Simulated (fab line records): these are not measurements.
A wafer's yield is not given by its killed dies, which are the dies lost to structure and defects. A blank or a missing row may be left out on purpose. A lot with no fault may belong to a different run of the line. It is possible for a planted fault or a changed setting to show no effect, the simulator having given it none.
Matching of chambers ; flow sky130 ; SKY_LI_CONTACT_CMP_24 on cmp-01 has 4 sister chambers
The step polishes, stops on PSG, t overpolish 20 s, target thk 0 nm. 4 wafers are shown with their chamber, then 8 later ones without.

## EACH WAFER AND ITS CHAMBER
wafer;chamber;motor_current_A (A)
L740.6;0;13.6
L747.3;1;11.0
L747.4;3;9.8
L745.1;2;11.7

## WAFERS WITHOUT THEIR CHAMBER
wafer;motor_current_A (A)
L745.5;14.0
L745.6;9.5
L749.2;12.4
L749.5;12.0
L749.6;9.8
L756.1;14.4
L756.3;11.7
L756.4;9.8

## THE CHAMBER EACH PASSED THROUGH
wafer;from the rows above;in truth
L745.5;0;0
L745.6;3;3
L749.2;can't be placed: 2 or 0 or 1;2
L749.5;can't be placed: 2 or 1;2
L749.6;3;3
L756.1;0;0
L756.3;can't be placed: 2 or 1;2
L756.4;3;3
Correct placement for 5 of the 8. From these rows, 3 cannot be placed; in 3 the true chamber is one of the candidates. Wrongly placed: 0.
How it was worked out, from the rows above alone: a wafer's distance from a chamber is the root of the sum, over the readings, of the square of ((its reading less the chamber's mean) divided by the reading's scatter). If the next closest chamber is less than 2 further off than the closest, the wafer can't be placed; otherwise it belongs to the closest. A chamber's mean is the mean of its shown wafers. The scatter: with one shown wafer a chamber, the root of the mean of the squares of how far each hidden wafer lies from its nearest shown one.
